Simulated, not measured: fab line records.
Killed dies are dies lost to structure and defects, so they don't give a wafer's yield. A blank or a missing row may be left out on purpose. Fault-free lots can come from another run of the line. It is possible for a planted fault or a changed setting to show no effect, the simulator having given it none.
Which tool is to blame? + flow sky130 + at 1 step of a route of 708, 6 lots with 18 wafers sampled

## WHAT THE GAUGES READ, wafer by wafer
SKY_SD_P_TW_MEAS_11.
| lot  | measured     | on            | SD_P_TW        |
|------|--------------|---------------|----------------|
| L623 | day 26 21:14 | film_metro-04 | 2808 2828 2827 |
| L625 | day 27 21:28 | film_metro-03 | 2830 2831 2830 |
| L629 | day 29 09:55 | film_metro-04 | 2828 2812 2824 |
| L632 | day 30 05:25 | film_metro-03 | 2852 2848 2838 |
| L634 | day 31 05:26 | film_metro-04 | 2842 2832 2837 |
| L642 | day 33 21:54 | film_metro-04 | 2857 2855 2855 |

## TOOL THAT RAN EACH LOT (tool first, then ch and the chambers of the sampled wafers, then the start)
Record: no process step prior to these readings.

## THE ANSWER, worked out from the rows above alone
Rule: the usual values come from the lots themselves. Put in order of their means at a reading, lots are off if they are a third of the lots or fewer, leave a main group of 4 or more, and stand apart from it by a gap of 3 or more times the standard deviation of the main group's means; of several such gaps the widest counts. A main group whose means are all the same, to the digits that the tables above print for the reading, isn't used. A lot without any number at a reading at which 4 lots or more have one is off too. All remaining lots with rows at the step are treated as sound.
Nothing can be told from this: no lot is off at any reading shown.

## WHAT HAD BEEN PUT IN BY THE SIMULATOR
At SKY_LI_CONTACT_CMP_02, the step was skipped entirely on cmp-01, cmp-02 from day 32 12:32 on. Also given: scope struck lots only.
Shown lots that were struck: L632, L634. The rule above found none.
